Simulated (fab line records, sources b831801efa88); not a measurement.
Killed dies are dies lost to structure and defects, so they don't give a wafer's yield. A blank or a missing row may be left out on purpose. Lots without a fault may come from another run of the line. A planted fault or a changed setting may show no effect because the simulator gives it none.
fab line records | flow sky130
record lots=6 wafers=18 last_day=49
route steps=708 shown LDD_N@249 LDD_P@255 PAD_OPEN@708
lots that met no fault: from a run of the same line without faults
start_h: hours from the record's first day to the start of the lot's first wafer shown | wait_h: hours since the lot's step before | " the same as in the row above | L1.1+2: a row that stands for several wafers | - no value, or no start given | * or withheld: withheld | < > ~ a bound
route shown NAME@n: a module of which the file shows steps, and the number in the route of the first | usual: mean/standard deviation of fault-free wafers | same: alike in all rows | chamber/n: place in a boat | sites: the reading at each site | _std_site: their standard deviation | _edge_site: outer sites' mean less inner sites' | radius_mm: how far each site lies from the wafer's centre | mask NAME#n: copy n | behind: the tool/chamber that last shaped the wafer | hold: why the lot was held/for how many hours/how that ended | device: the transistor (n, p or np) that didn't switch | end of line: the same wafers' tests at the end of the route | a step without rows: its recipe alone | killed: dies lost to structure and defects at the first sort, not the wafer's yield | map: a wafer's dies, x killed, . not, _ none there
set.NAME: the setting as run; set.NAME@STEP: as run at that earlier step | model.NAME: the simulator's own value behind a step, which no gauge read
lots at some steps of the route; a table a step, a row a wafer
services: from which hour (start_h, from the record's first day; less than 0 if before it) a tool's chamber was out of use, for how many hours, and why
## steps
# step SKY_LDD_N_IMPLANT_12
# recipe species=BF2 energy_kev=50 dose_cm2=5e+12 tilt_deg=30 rotation_deg=0
# step SKY_LDD_N_IMPLANT_13
# recipe species=BF2 energy_kev=50 dose_cm2=5e+12 tilt_deg=30 rotation_deg=90
# step SKY_LDD_N_IMPLANT_14
# recipe species=BF2 energy_kev=50 dose_cm2=5e+12 tilt_deg=30 rotation_deg=180
# step SKY_LDD_N_IMPLANT_15
# recipe species=BF2 energy_kev=50 dose_cm2=5e+12 tilt_deg=30 rotation_deg=270
# step SKY_LDD_N_STRIP_16
# recipe chemistry=O2/N2 power_w=1400 pressure_mtorr=1500 platen_temp_c=withheld o2_flow_sccm=3000 n2_flow_sccm=300 overash_fraction=0.5
# usual drypump_motor_current_A=5.5/0.56 oes_product_au=0.407/0.0044 strip_time_to_endpoint_s=4.308/0.015
# columns lot.wafer tool chamber start_h wait_h drypump_motor_current_A oes_product_au rf_hours_counter_h strip_time_to_endpoint_s
L660.1 plasma_asher-04 0 403.73 0.1 6.3 0.407 73 4.330
L660.2 " 1 " " 4.8 0.404 73 4.353
L660.6 " 0 " " 6.3 0.412 - 4.319
L667.2 plasma_asher-01 1 477.70 0.1 5.7 0.412 31 4.315
L667.4 " 0 " " 5.8 0.398 - 4.318
L667.6 " 0 " " 5.8 0.411 - 4.310
L668.1 plasma_asher-02 0 490.68 0.1 5.2 0.405 76 4.275
L668.2 " 1 " " 5.0 0.407 76 4.296
L668.5 " 0 " " 5.2 0.405 - 4.301
L674.1 plasma_asher-01 1 530.97 0.1 5.6 0.408 36 4.328
L674.2 " 0 " " 5.8 0.407 36 4.305
L674.5 " 0 " " 5.8 0.400 - 4.281
L676.1 plasma_asher-02 1 567.72 0.1 4.9 0.407 84 4.286
L676.5 " 0 " " 5.2 0.406 - 4.298
L676.6 " 1 " " 5.0 0.418 - 4.296
L678.1 plasma_asher-04 1 570.62 0.1 4.8 0.408 15 4.318
L678.2 " 0 " " 6.4 0.411 15 4.339
L678.4 " 1 " " 4.8 0.412 - 4.341
# step SKY_LDD_N_TW_MEAS_17
# usual LDD_N_TW=2587/33
# columns lot.wafer tool chamber start_h wait_h LDD_N_TW
L660.1 film_metro-04 - 403.83 0.1 2646
L660.2 " - " " 2644
L660.6 " - " " 2638
L667.2 film_metro-02 - 477.81 0.1 2536
L667.4 " - " " 2557
L667.6 " - " " 2554
L668.1 film_metro-04 - 490.78 0.1 2610
L668.2 " - " " 2637
L668.5 " - " " 2614
L674.1 film_metro-03 - 531.07 0.1 2556
L674.2 " - " " 2551
L674.5 " - " " 2555
L676.1 film_metro-03 - 567.82 0.1 2598
L676.5 " - " " 2585
L676.6 " - " " 2584
L678.1 film_metro-03 - 570.72 0.1 2581
L678.2 " - " " 2592
L678.4 " - " " 2573
# step SKY_LDD_P_DEHYDRATE_00
# recipe temp_c=200 time_s=60
# step SKY_LDD_P_HMDS_01
# recipe prime_time_s=60 prime_temp_c=120
# step SKY_LDD_P_COAT_02
# recipe resist=NOVOLAK spin_rpm=3000 resist_thk_nm=1140
# step SKY_LDD_P_SOFTBAKE_03
# recipe temp_c=90 time_s=60 resist=NOVOLAK
# step SKY_LDD_P_EXPOSE_04
# recipe mask_id=PSDM na=0.6 source_shape=conventional sigma_outer=0.6 polarization=unpolarized target_cd_nm=380 dose_mj=138
# step SKY_LDD_P_PEB_05
# recipe temp_c=withheld time_s=* resist=NOVOLAK
# step SKY_LDD_P_DEVELOP_06
# recipe resist=NOVOLAK developer=TMAH develop_time_s=60 dev_temp_c=23
# columns lot.wafer tool chamber start_h wait_h
L660.1+2+6 litho_track-04 0 432.85 0.1
L667.2+4+6 litho_track-04 0 507.82 0.1
L668.1+2+5 litho_track-04 0 520.80 0.1
L674.1+2+5 litho_track-03 0 561.32 0.1
L676.1+5+6 litho_track-01 0 597.28 0.1
L678.1+2+4 litho_track-04 0 599.30 0.1
# step SKY_LDD_P_CD_MEAS_07
# recipe target_cd_nm=380
# usual cd_nm=379.1/2.2
# columns lot.wafer tool chamber start_h wait_h cd_nm
L660.1 cd_sem-01 - 433.00 0.1 380.8
L660.2 " - " " 380.4
L660.6 " - " " 380.0
L667.2 cd_sem-02 - 507.97 0.1 373.5
L667.4 " - " " 372.8
L667.6 " - " " 372.7
L668.1 cd_sem-01 - 520.95 0.1 371.6
L668.2 " - " " 372.1
L668.5 " - " " 370.4
L674.1 cd_sem-02 - 561.47 0.1 376.8
L674.2 " - " " 377.7
L674.5 " - " " 376.7
L676.1 cd_sem-02 - 597.43 0.1 382.2
L676.5 " - " " 381.0
L676.6 " - " " 381.1
L678.1 cd_sem-02 - 599.45 0.1 376.0
L678.2 " - " " 374.8
L678.4 " - " " 376.0
# step SKY_LDD_P_OVL_MEAS_08
# usual LDD_P_OVL=1.1/1.2
# columns lot.wafer tool chamber start_h wait_h LDD_P_OVL[nm]
L660.1 overlay-02 - 433.12 0.1 1.8
L660.2 " - " " 0.9
L660.6 " - " " -0.8
L667.2 overlay-01 - 508.07 0.1 0.8
L667.4 " - " " 0.3
L667.6 " - " " -1.6
L668.1 overlay-02 - 521.07 0.1 1.3
L668.2 " - " " -0.4
L668.5 " - " " 1.5
L674.1 overlay-01 - 561.59 0.1 -0.5
L674.2 " - " " 0.7
L674.5 " - " " -0.4
L676.1 overlay-01 - 597.55 0.1 1.9
L676.5 " - " " 2.4
L676.6 " - " " 2.5
L678.1 overlay-01 - 599.57 0.1 2.0
L678.2 " - " " 3.4
L678.4 " - " " 0.9
# step SKY_PAD_OPEN_PROBE_99
# usual killed_at_M0_to_M3=45/7.5 killed_at_M4_up=3.2/1.8 killed_at_contacts=24/4.9 killed_at_front_end=15/4.4 killed_at_other=0.3/0.54 killed_dies=87/9.8 killed_open=47/6.4 killed_short=40/6.5
# same gross_dies=492 killed_at_back_side=0
# columns lot.wafer tool chamber start_h wait_h killed_at_M0_to_M3 killed_at_M4_up killed_at_contacts killed_at_front_end killed_at_other killed_dies killed_open killed_short
L660.1 prober-02 - 1075.66 0.1 52 2 26 6 0 86 45 41
L660.2 prober-02 - 1075.71 0.1 39 1 27 13 0 80 46 34
L660.6 prober-02 - 1075.91 0.2 51 4 28 11 1 95 48 46
L667.2 prober-02 - 1128.39 0.1 45 4 16 17 0 82 44 38
L667.4 prober-02 - 1128.49 0.2 53 2 38 5 0 98 59 39
L667.6 prober-02 - 1128.59 0.2 49 6 22 20 0 97 53 44
L668.1 prober-01 - 1135.51 0.1 36 6 22 14 0 78 44 33
L668.2 prober-01 - 1135.56 0.1 44 6 26 10 0 86 50 33
L668.5 prober-01 - 1135.71 0.2 50 3 28 12 0 93 50 38
L674.1 prober-01 - 1162.51 0.1 57 5 19 22 0 103 62 41
L674.2 prober-01 - 1162.56 0.1 47 7 21 15 0 90 47 42
L674.5 prober-01 - 1162.71 0.2 50 3 32 17 0 102 51 51
L678.1 prober-01 - 1186.05 0.1 48 4 26 13 0 91 53 36
L678.2 prober-01 - 1186.10 0.1 42 5 26 20 0 93 51 40
L678.4 prober-01 - 1186.20 0.2 54 1 22 12 1 90 49 41
# killed by level:class
L660.1 CONTACT:geometric_particle:open=14 VIA1:geometric_particle:open=10 VIA3:geometric_particle:open=7 METAL3:geometric_particle:short=7 VIA1:geometric_particle:short=6 METAL2:geometric_particle:short=6 LI_CONTACT:geometric_particle:open=5 CONTACT:geometric_particle:short=5
L660.2 VIA1:geometric_particle:open=9 CONTACT:geometric_particle:open=8 FIELD_ISO:geometric_particle:open=6 LI_CONTACT:geometric_particle:short=6 VIA3:geometric_particle:open=6 CONTACT:geometric_particle:short=6 VIA2:geometric_particle:open=6 METAL1:geometric_particle:short=6
L660.6 CONTACT:geometric_particle:open=11 METAL1:geometric_particle:short=11 METAL2:geometric_particle:short=9 LI_CONTACT:geometric_particle:open=8 VIA1:geometric_particle:open=8 VIA2:geometric_particle:open=7 LOCAL_INTERCONNECT:geometric_particle:short=4 CONTACT:geometric_particle:short=4
L667.2 VIA1:geometric_particle:open=10 FIELD_ISO:geometric_particle:short=7 LI_CONTACT:geometric_particle:open=7 METAL2:geometric_particle:short=7 METAL1:geometric_particle:short=7 VIA2:geometric_particle:open=6 VIA1:geometric_particle:short=6 FIELD_ISO:geometric_particle:open=4
L667.4 CONTACT:geometric_particle:open=14 VIA1:geometric_particle:open=13 VIA2:geometric_particle:open=10 LI_CONTACT:geometric_particle:open=9 CONTACT:geometric_particle:short=8 LOCAL_INTERCONNECT:geometric_particle:short=6 METAL2:geometric_particle:short=5 VIA1:geometric_particle:short=5
L667.6 CONTACT:geometric_particle:open=13 VIA1:geometric_particle:open=9 VIA2:geometric_particle:open=9 POLY_GATE:geometric_particle:open=6 VIA1:geometric_particle:short=6 METAL4:geometric_particle:short=6 FIELD_ISO:geometric_particle:short=5 LI_CONTACT:geometric_particle:open=4
L668.1 VIA1:geometric_particle:open=8 FIELD_ISO:geometric_particle:short=7 VIA3:geometric_particle:open=7 LI_CONTACT:geometric_particle:open=7 CONTACT:geometric_particle:open=6 VIA2:geometric_particle:open=6 VIA1:geometric_particle:short=5 FIELD_ISO:geometric_particle:open=4
L668.2 VIA1:geometric_particle:open=10 LI_CONTACT:geometric_particle:open=9 VIA2:geometric_particle:open=8 CONTACT:geometric_particle:open=7 METAL2:geometric_particle:short=7 VIA3:geometric_particle:open=7 CONTACT:geometric_particle:short=5 POLY_GATE:geometric_particle:open=4
L668.5 CONTACT:geometric_particle:open=14 VIA1:geometric_particle:open=11 VIA2:geometric_particle:open=8 VIA3:geometric_particle:short=7 LI_CONTACT:geometric_particle:open=5 VIA3:geometric_particle:open=5 LI_CONTACT:geometric_particle:short=4 LOCAL_INTERCONNECT:geometric_particle:short=4
L674.1 VIA1:geometric_particle:open=16 FIELD_ISO:geometric_particle:open=7 FIELD_ISO:geometric_particle:short=7 VIA2:geometric_particle:open=7 LI_CONTACT:geometric_particle:open=6 CONTACT:geometric_particle:open=6 VIA1:geometric_particle:short=6 METAL1:geometric_particle:short=5
L674.2 VIA2:geometric_particle:open=8 CONTACT:geometric_particle:open=7 LI_CONTACT:geometric_particle:open=6 VIA1:geometric_particle:open=6 VIA3:geometric_particle:open=6 LI_CONTACT:geometric_particle:short=5 METAL2:geometric_particle:short=5 METAL1:geometric_particle:short=5
L674.5 CONTACT:geometric_particle:open=13 METAL1:geometric_particle:short=10 VIA1:geometric_particle:open=10 FIELD_ISO:geometric_particle:short=8 FIELD_ISO:geometric_particle:open=7 LOCAL_INTERCONNECT:geometric_particle:short=7 VIA3:geometric_particle:open=6 VIA1:geometric_particle:short=6
L678.1 CONTACT:geometric_particle:open=11 VIA1:geometric_particle:open=11 VIA2:geometric_particle:open=9 METAL2:geometric_particle:short=6 LI_CONTACT:geometric_particle:open=5 VIA3:geometric_particle:open=5 POLY_GATE:geometric_particle:short=4 LOCAL_INTERCONNECT:geometric_particle:short=4
L678.2 LOCAL_INTERCONNECT:geometric_particle:short=10 FIELD_ISO:geometric_particle:open=7 VIA3:geometric_particle:open=7 VIA1:geometric_particle:open=6 VIA2:geometric_particle:open=5 POLY_GATE:geometric_particle:open=4 LI_CONTACT:geometric_particle:open=4 CONTACT:geometric_particle:open=4
L678.4 VIA1:geometric_particle:open=14 VIA3:geometric_particle:open=9 LI_CONTACT:geometric_particle:open=6 CONTACT:geometric_particle:open=6 VIA1:geometric_particle:short=6 METAL2:geometric_particle:short=6 FIELD_ISO:geometric_particle:open=5 CONTACT:geometric_particle:short=5
## services
# columns tool chamber start_h hours kind
plasma_asher-04 - 404.28 1.1 repair
plasma_asher-04 - 421.25 9.0 pm
plasma_asher-04 0 421.25 9.0 vent_cycle
plasma_asher-04 1 421.25 9.0 vent_cycle
plasma_asher-04 0 430.25 - clean
plasma_asher-04 1 430.25 - clean
plasma_asher-01 - 451.72 25.9 repair
plasma_asher-04 - 475.77 2.8 pm
litho_track-01 - 488.31 - consumable_replace:filter
## key
first_sign step=SKY_LDD_P_CD_MEAS_07 reading=cd_nm direction=down sigmas=3.1 usual=379.1 struck=372.2
effect none on later readings
met_at SKY_LDD_P_DEVELOP_06
struck_wafers L667.2,L667.4,L667.6,L668.1,L668.2,L668.5
tester_left_out L667,L668
onset_between 432.85 507.82
fault kind=process_parameter_drift tool=litho_track-04 chamber=- onset_h=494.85 steps=SKY_LDD_P_DEVELOP_06 channel=develop_time_s offset=* shape=step end_h=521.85 acts_in=* stated=*
# tester_left_out: of these lots the tester's yield and bins aren't shown, on N5 and GAA mostly nor the transistor test; their killed dies are dies lost to structure and defects alone, not to doping, threshold or leakage, so they don't give the yield
